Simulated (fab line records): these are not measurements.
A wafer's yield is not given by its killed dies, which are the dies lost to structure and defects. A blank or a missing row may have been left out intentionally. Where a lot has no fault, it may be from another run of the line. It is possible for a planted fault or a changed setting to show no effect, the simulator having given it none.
fab line records -- flow sky130
[record] lots = 6, wafers = 18, last-day = 50
route steps=708 shown SONOS_TUNNEL@156 SONOS_ONO@168 PAD_OPEN@708
lots with no fault: from the same line, run without faults
start-h: start of the lot's first displayed wafer, in hours after the record's first day -- wait-h: hours elapsed since this lot's preceding step -- " same as the row above -- L1.1+2: one row covering several wafers at once -- - value missing, or start not given -- * or withheld: withheld -- < > ~ a bound
route shown NAME@n: a module of which the file shows steps, and the number in the route of the first -- usual: the fault-free wafers' mean and standard deviation -- same: alike in all rows -- chamber/n: place in a boat -- sites: each site's reading -- _std_site: how widely they spread, as a standard deviation -- _edge_site: inner sites' mean taken away from outer sites' mean -- radius-mm: how far each site lies from the wafer's centre -- mask NAME#n: copy n -- behind: the last tool/chamber to shape the wafer -- hold: cause of the lot's hold/its duration in hours/its outcome -- device: which transistor (n, p or np) failed to switch -- end of line: at the end of the route, the tests of the same wafers -- for a step that has no rows: nothing shown but its recipe -- killed: at the first sort, the dies lost to defects and structure; wafer yield is something else -- map: the dies of a wafer, with x for killed, . for not killed, _ for no die there
set.NAME: the setting that was run; set.NAME@STEP: the one run at that earlier step -- model.NAME: the simulator's own value behind a step, which no gauge read
certain route steps with their lots: each step a table, each wafer a row
services: from which hour (start-h, from the record's first day; less than 0 if before it) a tool's chamber was out of use, for how many hours, and why
[[steps]]
[step SKY_SONOS_TUNNEL_COAT_02]
[recipe] resist = NOVOLAK, spin-rpm = 3000, resist-thk-nm = 1140
[step SKY_SONOS_TUNNEL_SOFTBAKE_03]
[recipe] temp-c = 90, time-s = 60, resist = NOVOLAK
[step SKY_SONOS_TUNNEL_EXPOSE_04]
[recipe] mask-id = TUNM, na = 0.6, source-shape = conventional, sigma-outer = 0.6, polarization = unpolarized, target-cd-nm = 410, dose-mj = 136
[step SKY_SONOS_TUNNEL_PEB_05]
[recipe] temp-c = withheld, time-s = *, resist = NOVOLAK
[step SKY_SONOS_TUNNEL_DEVELOP_06]
[recipe] resist = NOVOLAK, developer = TMAH, develop-time-s = 60, dev-temp-c = 23
[step SKY_SONOS_TUNNEL_CD_MEAS_07]
[recipe] target-cd-nm = 410
[usual] cd-nm = 409.8/2.2
lot.wafer,tool,chamber,start-h,wait-h,cd-nm
L510.1,cd-sem-02,-,297.32,0.1,411.0
L510.3,cd-sem-02,-,297.32,0.1,410.5
L510.6,cd-sem-02,-,297.32,0.1,412.3
L511.1,cd-sem-02,-,304.99,0.1,411.0
L511.3,cd-sem-02,-,304.99,0.1,411.9
L511.5,cd-sem-02,-,304.99,0.1,412.2
L518.1,cd-sem-01,-,362.44,0.1,408.5
L518.4,cd-sem-01,-,362.44,0.1,406.6
L518.5,cd-sem-01,-,362.44,0.1,406.0
L521.3,cd-sem-02,-,385.31,0.1,409.5
L521.5,cd-sem-02,-,385.31,0.1,409.9
L521.6,cd-sem-02,-,385.31,0.1,407.3
L522.3,cd-sem-02,-,402.39,0.1,405.3
L522.4,cd-sem-02,-,402.39,0.1,407.1
L522.6,cd-sem-02,-,402.39,0.1,406.6
L525.3,cd-sem-01,-,438.69,0.1,411.6
L525.5,cd-sem-01,-,438.69,0.1,409.3
L525.6,cd-sem-01,-,438.69,0.1,410.4
[step SKY_SONOS_TUNNEL_OVL_MEAS_08]
[usual] SONOS_TUNNEL_OVL = -0.1/1.7
lot.wafer,tool,chamber,start-h,wait-h,SONOS_TUNNEL_OVL[nm]
L510.1,overlay-01,-,297.44,0.1,2.3
L510.3,overlay-01,-,297.44,0.1,-0.1
L510.6,overlay-01,-,297.44,0.1,-0.2
L511.1,overlay-02,-,305.11,0.1,-2.8
L511.3,overlay-02,-,305.11,0.1,-3.1
L511.5,overlay-02,-,305.11,0.1,-2.9
L518.1,overlay-01,-,362.56,0.1,-1.6
L518.4,overlay-01,-,362.56,0.1,-1.2
L518.5,overlay-01,-,362.56,0.1,-1.2
L521.3,overlay-01,-,385.40,0.1,1.4
L521.5,overlay-01,-,385.40,0.1,1.9
L521.6,overlay-01,-,385.40,0.1,1.9
L522.3,overlay-01,-,402.48,0.1,0.8
L522.4,overlay-01,-,402.48,0.1,-0.2
L522.6,overlay-01,-,402.48,0.1,0.1
L525.3,overlay-01,-,438.78,0.1,-0.1
L525.5,overlay-01,-,438.78,0.1,-1.2
L525.6,overlay-01,-,438.78,0.1,-1.0
[step SKY_SONOS_TUNNEL_IMPLANT_09]
[recipe] species = B, energy-kev = 20, dose-cm2 = 1e+12, tilt-deg = withheld
[step SKY_SONOS_TUNNEL_WET_ETCH_10]
[recipe] chemistry = dHF, target-depth-nm = 14, target = SiO2, dilution = 100:1, temp-c = 25, time-s = 280
[step SKY_SONOS_TUNNEL_STRIP_11]
[recipe] chemistry = SPM, time-s = 600, temp-c = 130
[step SKY_SONOS_TUNNEL_TW_MEAS_12]
[usual] SONOS_TUNNEL_TW = 196.7/2.4
lot.wafer,tool,chamber,start-h,wait-h,SONOS_TUNNEL_TW
L510.1,film-metro-02,-,297.88,0.0,198.2
L510.3,film-metro-02,-,297.88,0.0,198.3
L510.6,film-metro-02,-,297.88,0.0,197.8
L511.1,film-metro-02,-,305.56,0.0,198.3
L511.3,film-metro-02,-,305.56,0.0,198.5
L511.5,film-metro-02,-,305.56,0.0,198.8
L518.1,film-metro-01,-,363.09,0.0,194.4
L518.4,film-metro-01,-,363.09,0.0,192.8
L518.5,film-metro-01,-,363.09,0.0,194.5
L521.3,film-metro-01,-,385.87,0.0,193.7
L521.5,film-metro-01,-,385.87,0.0,193.4
L521.6,film-metro-01,-,385.87,0.0,192.1
L522.3,film-metro-04,-,402.94,0.0,200.5
L522.4,film-metro-04,-,402.94,0.0,197.6
L522.6,film-metro-04,-,402.94,0.0,199.3
L525.3,film-metro-04,-,439.23,0.0,200.5
L525.5,film-metro-04,-,439.23,0.0,199.2
L525.6,film-metro-04,-,439.23,0.0,199.1
[step SKY_SONOS_TUNNEL_CLEAN_13]
[recipe] chemistry = dHF, time-s = 20, dilution = 100:1, dry = ipa-marangoni
[step SKY_SONOS_ONO_OXIDATION_00]
[recipe] temp-c = 800, ambient = O2, idle-temp-c = 700, ramp-up-c-per-min = 10, ramp-down-c-per-min = 3, stabilise-s = 600, purge-s = 300, target-thk-a = 26, ox-time-s = 1249
[usual] spike-tc-bottom-C = 820.5/2.1, spike-tc-centre-C = 799.1/1.2, spike-tc-lower-C = 799.7/1.4, spike-tc-top-C = 814.0/2.5, spike-tc-upper-C = 801.1/0.97, tube-center-temp-C = 800/0.071, tube_center_temp_C_max = 802.0/0.35, zone-power-centre-pct = 14.48/0.22, zone-power-lower-pct = 13.2/0.73, zone-power-upper-pct = 14.1/0.36
lot.wafer,tool,chamber,start-h,wait-h,spike-tc-bottom-C,spike-tc-centre-C,spike-tc-lower-C,spike-tc-top-C,spike-tc-upper-C,tube-center-temp-C,tube_center_temp_C_max,zone-power-centre-pct,zone-power-lower-pct,zone-power-upper-pct,model.SiO2_of_SONOS_ONO_OXIDATION_00.thk-nm
L510.1,furnace-01,0,298.04,0.1,781.1,762.7,759.7,778.9,762.8,762.58,764.6,13.25,11.5,12.6,1.416
L510.3,furnace-01,0,298.04,0.1,782.0,760.8,759.9,779.5,765.0,762.55,764.5,13.20,11.5,12.8,1.434
L510.6,furnace-01,0,298.04,0.1,781.2,763.8,760.7,781.1,764.0,762.61,765.0,13.00,11.4,12.7,1.437
L511.1,furnace-01,0,307.85,2.2,780.8,762.4,762.3,778.4,763.6,762.62,764.4,13.18,11.5,12.6,1.466
L511.3,furnace-01,0,307.85,2.2,782.3,761.4,761.1,777.8,764.6,762.49,764.3,13.16,11.3,12.4,1.47
L511.5,furnace-01,0,307.85,2.2,781.1,762.5,761.2,780.8,763.5,762.54,764.6,13.17,11.5,12.6,1.488
L518.1,furnace-02,0,364.42,1.2,824.6,798.0,800.7,811.3,802.1,800,801.9,14.52,14.1,14.4,2.623
L518.4,furnace-02,0,364.42,1.2,822.9,801.2,801.3,812.1,799.8,799.98,802.8,14.68,14.2,14.4,2.61
L518.5,furnace-02,0,364.42,1.2,824.1,798.6,800.2,811.0,800.5,799.97,801.7,14.66,13.9,14.6,2.653
L521.3,furnace-02,0,385.93,0.0,823.0,797.0,799.9,811.5,801.5,799.98,802.1,14.52,14.2,14.4,2.569
L521.5,furnace-02,0,385.93,0.0,823.8,799.0,801.2,812.5,799.8,800.04,801.9,14.67,14.0,14.7,2.626
L521.6,furnace-02,0,385.93,0.0,823.2,797.8,801.0,811.1,802.8,800.12,802.4,14.72,13.9,14.3,2.619
L522.3,furnace-01,0,403.57,0.6,819.1,798.2,799.7,816.5,800.8,800.02,801.9,14.24,12.5,14.0,2.572
L522.4,furnace-01,0,403.57,0.6,818.3,799.9,798.4,815.5,800.1,800.05,801.9,14.52,12.6,13.8,2.551
L522.6,furnace-01,0,403.57,0.6,818.6,798.1,798.2,815.9,799.1,800.1,802.1,14.32,12.6,14.1,2.576
L525.3,furnace-01,0,439.29,0.0,818.6,799.4,797.9,817.4,802.4,800.02,802.2,14.24,12.5,14.0,2.59
L525.5,furnace-01,0,439.29,0.0,820.5,799.8,799.3,815.4,800.7,799.95,801.9,14.41,12.5,14.0,2.604
L525.6,furnace-01,0,439.29,0.0,819.7,799.5,799.9,815.2,801.8,799.88,801.8,14.44,12.6,13.8,2.54
[step SKY_SONOS_ONO_THK_MEAS_01]
[recipe] reads = SiO2_of_SONOS_ONO_OXIDATION_00
[usual] SONOS_ONO_OXIDATION_THK = 2.60/0.049
lot.wafer,tool,chamber,start-h,wait-h,SONOS_ONO_OXIDATION_THK[nm]
L510.1,film-metro-04,-,299.39,0.0,1.38
L510.3,film-metro-04,-,299.39,0.0,1.48
L510.6,film-metro-04,-,299.39,0.0,1.47
L511.1,film-metro-02,-,309.20,0.0,1.45
L511.3,film-metro-02,-,309.20,0.0,1.51
L511.5,film-metro-02,-,309.20,0.0,1.52
L518.1,film-metro-02,-,365.76,0.0,2.61
L518.4,film-metro-02,-,365.76,0.0,2.57
L518.5,film-metro-02,-,365.76,0.0,2.64
L521.3,film-metro-03,-,387.30,0.0,2.59
L521.5,film-metro-03,-,387.30,0.0,2.62
L521.6,film-metro-03,-,387.30,0.0,2.57
L522.3,film-metro-03,-,404.94,0.0,2.53
L522.4,film-metro-03,-,404.94,0.0,2.58
L522.6,film-metro-03,-,404.94,0.0,2.59
L525.3,film-metro-02,-,440.65,0.0,2.54
L525.5,film-metro-02,-,440.65,0.0,2.64
L525.6,film-metro-02,-,440.65,0.0,2.61
[step SKY_SONOS_ONO_CVD_02]
[recipe] material = Si3N4, precursor = DCS/NH3, target-thk-nm = 10.5, temp-c = 770, time-s = 180, pressure-mtorr = 250
[step SKY_PAD_OPEN_PROBE_99]
[usual] killed_at_M0_to_M3 = 44/7.2, killed_at_M4_up = 3.4/2.1, killed-at-contacts = 24/5.5, killed-at-front-end = 15/4.6, killed-at-other = 0.4/0.64, killed-dies = 86/9.1, killed-open = 47/7.5, killed-short = 39/5.8
[same] gross-dies = 492, killed-at-back-side = 0
lot.wafer,tool,chamber,start-h,wait-h,killed_at_M0_to_M3,killed_at_M4_up,killed-at-contacts,killed-at-front-end,killed-at-other,killed-dies,killed-open,killed-short,model.etest.sonos-erased.drive-ua-um,model.etest.sonos-uncharged.r-on-ohm-um,model.etest.cap-ono.gate-log10-a-cm2,model.etest.cap-ono.gate-bv-v,model.etest.cap-ono.tox-acc-nm,model.etest.sonos-baked.vt-less-v,model.etest.sonos-erased.vt-v,model.etest.pfet-g5v0d10v5.off-log10-a-um
L510.1,prober-02,-,1116.82,0.1,34,2,21,11,0,68,32,36,264.7,772,-6.395,15.53,11.71,-0.9921,-2.746,-12.37
L510.3,prober-02,-,1116.92,0.2,37,0,25,14,0,76,46,30,245.6,786.1,-6.289,15.4,11.61,-0.985,-2.748,-12.46
L510.6,prober-02,-,1117.07,0.2,38,5,24,13,0,80,41,39,249.7,774.7,-6.428,14.94,11.71,-0.9402,-2.742,-12.47
L511.1,prober-01,-,1122.13,0.1,35,5,23,13,1,77,42,34,202.2,776.5,-6.54,15.1,11.74,-1.013,-2.674,-11.85
L511.3,prober-01,-,1122.23,0.2,36,3,28,15,0,82,45,36,226.3,785.2,-6.667,15.23,11.9,-0.9612,-2.66,-11.95
L511.5,prober-01,-,1122.33,0.2,45,2,23,18,0,88,49,39,279.6,785.4,-6.725,15.74,11.99,-0.8988,-2.69,-11.98
L518.1,prober-01,-,1155.61,0.1,40,2,17,20,0,79,37,42,185.3,797.8,-8.014,16.28,12.95,-0.4978,-2.266,-12.04
L518.4,prober-01,-,1155.76,0.2,45,11,19,22,0,97,54,43,182.3,815.6,-8.027,16.5,12.95,-0.5224,-2.259,-12.22
L518.5,prober-01,-,1155.81,0.2,53,7,31,17,0,108,67,41,177.8,830.4,-8.134,16.86,13.02,-0.4862,-2.189,-12.16
L521.3,prober-01,-,1170.96,0.2,44,3,34,9,1,91,51,40,169.1,838.6,-8.025,16.3,13,-0.4948,-2.223,-12.89
L521.5,prober-01,-,1171.06,0.2,33,4,22,10,0,69,34,35,166,839.1,-8.234,17.08,13.11,-0.4521,-2.161,-12.91
L521.6,prober-01,-,1171.11,0.2,48,9,23,14,0,94,44,50,181.6,826.7,-8.288,16.92,13.19,-0.4862,-2.159,-12.67
L522.3,prober-02,-,1181.26,0.2,46,2,26,23,0,97,58,38,171.9,813.2,-7.815,16.18,12.78,-0.4756,-2.301,-12.59
L522.4,prober-02,-,1181.31,0.2,46,2,29,12,0,89,48,41,212.6,812,-7.691,16.6,12.7,-0.5201,-2.374,-12.47
L522.6,prober-02,-,1181.41,0.2,34,2,34,22,1,93,41,50,180.1,810.2,-7.905,16.35,12.81,-0.4629,-2.31,-12.75
L525.3,prober-01,-,1199.61,0.2,44,4,30,20,0,98,51,47,187.5,809.5,-7.838,16.28,12.8,-0.4756,-2.292,-12.85
L525.5,prober-01,-,1199.71,0.2,41,6,23,21,1,92,41,50,179.2,821.1,-7.933,16.54,12.81,-0.4572,-2.271,-13
L525.6,prober-01,-,1199.76,0.2,36,0,31,18,0,85,47,38,191.9,821.8,-7.621,16.16,12.67,-0.5159,-2.367,-12.76
// killed by level:class
L510.1 VIA1:geometric-particle:open=7 METAL2:geometric-particle:short=7 METAL1:geometric-particle:short=6 POLY_GATE:geometric-particle:open=5 LI_CONTACT:geometric-particle:open=5 CONTACT:geometric-particle:short=5 CONTACT:geometric-particle:open=4 VIA3:geometric-particle:open=4
L510.3 VIA1:geometric-particle:open=11 CONTACT:geometric-particle:open=10 LI_CONTACT:geometric-particle:open=6 METAL2:geometric-particle:short=6 METAL3:geometric-particle:short=5 VIA3:geometric-particle:open=5 FIELD_ISO:geometric-particle:open=4 CONTACT:geometric-particle:short=4
L510.6 CONTACT:geometric-particle:open=14 METAL2:geometric-particle:short=8 VIA1:geometric-particle:open=7 VIA2:geometric-particle:open=5 CONTACT:geometric-particle:short=5 POLY_GATE:geometric-particle:short=4 METAL1:geometric-particle:short=4 VIA2:geometric-particle:short=4
L511.1 VIA1:geometric-particle:open=9 LI_CONTACT:geometric-particle:open=7 METAL2:geometric-particle:short=7 VIA3:geometric-particle:open=7 CONTACT:geometric-particle:open=6 FIELD_ISO:geometric-particle:open=5 POLY_GATE:geometric-particle:short=4 CONTACT:geometric-particle:short=3
L511.3 CONTACT:geometric-particle:open=11 CONTACT:geometric-particle:short=9 VIA1:geometric-particle:open=9 FIELD_ISO:geometric-particle:open=7 VIA2:geometric-particle:open=5 LI_CONTACT:geometric-particle:open=5 FIELD_ISO:geometric-particle:short=4 VIA3:geometric-particle:short=4
L511.5 CONTACT:geometric-particle:open=9 METAL1:geometric-particle:short=9 VIA1:geometric-particle:open=8 VIA3:geometric-particle:open=7 CONTACT:geometric-particle:short=5 LI_CONTACT:geometric-particle:open=5 VIA1:geometric-particle:short=5 FIELD_ISO:geometric-particle:open=4
L518.1 VIA3:geometric-particle:open=9 POLY_GATE:geometric-particle:open=7 CONTACT:geometric-particle:short=6 VIA1:geometric-particle:open=6 CONTACT:geometric-particle:open=5 METAL1:geometric-particle:short=5 METAL2:geometric-particle:short=5 POLY_GATE:geometric-particle:short=4
L518.4 VIA1:geometric-particle:open=13 VIA2:geometric-particle:open=8 FIELD_ISO:geometric-particle:short=7 METAL4:geometric-particle:short=7 METAL3:geometric-particle:short=6 FIELD_ISO:geometric-particle:open=6 METAL1:geometric-particle:short=5 POLY_GATE:geometric-particle:open=4
L518.5 LI_CONTACT:geometric-particle:open=13 VIA1:geometric-particle:open=13 CONTACT:geometric-particle:open=7 VIA3:geometric-particle:open=7 CONTACT:geometric-particle:short=6 METAL1:geometric-particle:short=6 FIELD_ISO:geometric-particle:open=5 VIA2:geometric-particle:open=5
L521.3 LI_CONTACT:geometric-particle:open=12 CONTACT:geometric-particle:open=8 VIA2:geometric-particle:open=8 VIA1:geometric-particle:open=7 VIA3:geometric-particle:open=6 METAL2:geometric-particle:short=6 LI_CONTACT:geometric-particle:short=5 VIA1:geometric-particle:short=5
L521.5 CONTACT:geometric-particle:open=12 METAL1:geometric-particle:short=7 METAL2:geometric-particle:short=5 POLY_GATE:geometric-particle:short=4 LI_CONTACT:geometric-particle:open=4 VIA1:geometric-particle:open=4 METAL2:geometric-particle:open=3 VIA1:geometric-particle:short=3
L521.6 CONTACT:geometric-particle:open=8 VIA1:geometric-particle:open=8 METAL2:geometric-particle:short=8 VIA3:geometric-particle:open=8 POLY_GATE:geometric-particle:short=6 METAL1:geometric-particle:short=6 METAL4:geometric-particle:short=6 LI_CONTACT:geometric-particle:short=5
L522.3 VIA1:geometric-particle:open=16 CONTACT:geometric-particle:open=10 FIELD_ISO:geometric-particle:open=8 LI_CONTACT:geometric-particle:open=6 LOCAL_INTERCONNECT:geometric-particle:short=6 METAL2:geometric-particle:short=6 VIA3:geometric-particle:open=5 VIA3:geometric-particle:short=5
L522.4 CONTACT:geometric-particle:open=13 METAL1:geometric-particle:short=9 VIA2:geometric-particle:open=8 METAL2:geometric-particle:short=6 LI_CONTACT:geometric-particle:open=5 LOCAL_INTERCONNECT:geometric-particle:short=5 FIELD_ISO:geometric-particle:open=4 METAL3:geometric-particle:short=4
L522.6 CONTACT:geometric-particle:open=10 LI_CONTACT:geometric-particle:open=8 LOCAL_INTERCONNECT:geometric-particle:short=8 METAL1:geometric-particle:short=8 FIELD_ISO:geometric-particle:open=6 VIA1:geometric-particle:short=6 CONTACT:geometric-particle:short=6 FIELD_ISO:geometric-particle:short=5
L525.3 LI_CONTACT:geometric-particle:open=9 VIA1:geometric-particle:open=9 VIA1:geometric-particle:short=9 CONTACT:geometric-particle:open=7 POLY_GATE:geometric-particle:short=6 CONTACT:geometric-particle:short=6 VIA3:geometric-particle:open=6 FIELD_ISO:geometric-particle:short=4
L525.5 VIA1:geometric-particle:open=7 LI_CONTACT:geometric-particle:open=7 VIA2:geometric-particle:open=7 FIELD_ISO:geometric-particle:short=6 LI_CONTACT:geometric-particle:short=5 CONTACT:geometric-particle:short=5 METAL1:geometric-particle:short=5 FIELD_ISO:geometric-particle:open=4
L525.6 LI_CONTACT:geometric-particle:open=10 VIA1:geometric-particle:open=8 CONTACT:geometric-particle:open=7 LI_CONTACT:geometric-particle:short=5 CONTACT:geometric-particle:short=5 VIA3:geometric-particle:open=5 FIELD_ISO:geometric-particle:open=4 FIELD_ISO:geometric-particle:short=4
[[services]]
tool,chamber,start-h,hours,kind
furnace-01,-,303.59,2.9,pm
furnace-01,-,316.26,31.1,repair
furnace-02,-,353.25,2.6,pm
furnace-01,-,368.63,2.6,pm
[[key]]
[first-sign] step = SKY_SONOS_ONO_OXIDATION_00, reading = tube-center-temp-C, direction = down, sigmas = 99+, usual = *, struck = *
[effect] step = SKY_SONOS_ONO_OXIDATION_00, reading = tube_center_temp_C_max, direction = down, sigmas = 99+, usual = *, struck = *
[effect] step = SKY_SONOS_ONO_THK_MEAS_01, reading = SONOS_ONO_OXIDATION_THK, direction = down, sigmas = 23, usual = 2.60, struck = 1.47
[model-effect] step = SKY_SONOS_ONO_OXIDATION_00, value = SiO2_of_SONOS_ONO_OXIDATION_00.thk-nm, without = 2.584, struck = 1.452
[model-effect] step = SKY_PAD_OPEN_PROBE_99, value = etest.sonos-erased.drive-ua-um, without = 187.1, struck = 244.7
met-at SKY_SONOS_ONO_OXIDATION_00
struck-wafers L510.1,L510.3,L510.6,L511.1,L511.3,L511.5
tester-left-out L510,L511
[fault] kind = process-parameter-drift, tool = furnace-01, chamber = -, onset-h = 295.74, steps = SKY_SONOS_ONO_OXIDATION_00, channel = temp-c, offset = *, shape = step, end-h = 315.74, acts-in = *, stated = *
// tester-left-out: of these lots the tester's yield and bins aren't shown, on N5 and GAA mostly nor the transistor test; their killed dies are dies lost to structure and defects alone, not to doping, threshold or leakage, so they don't give the yield
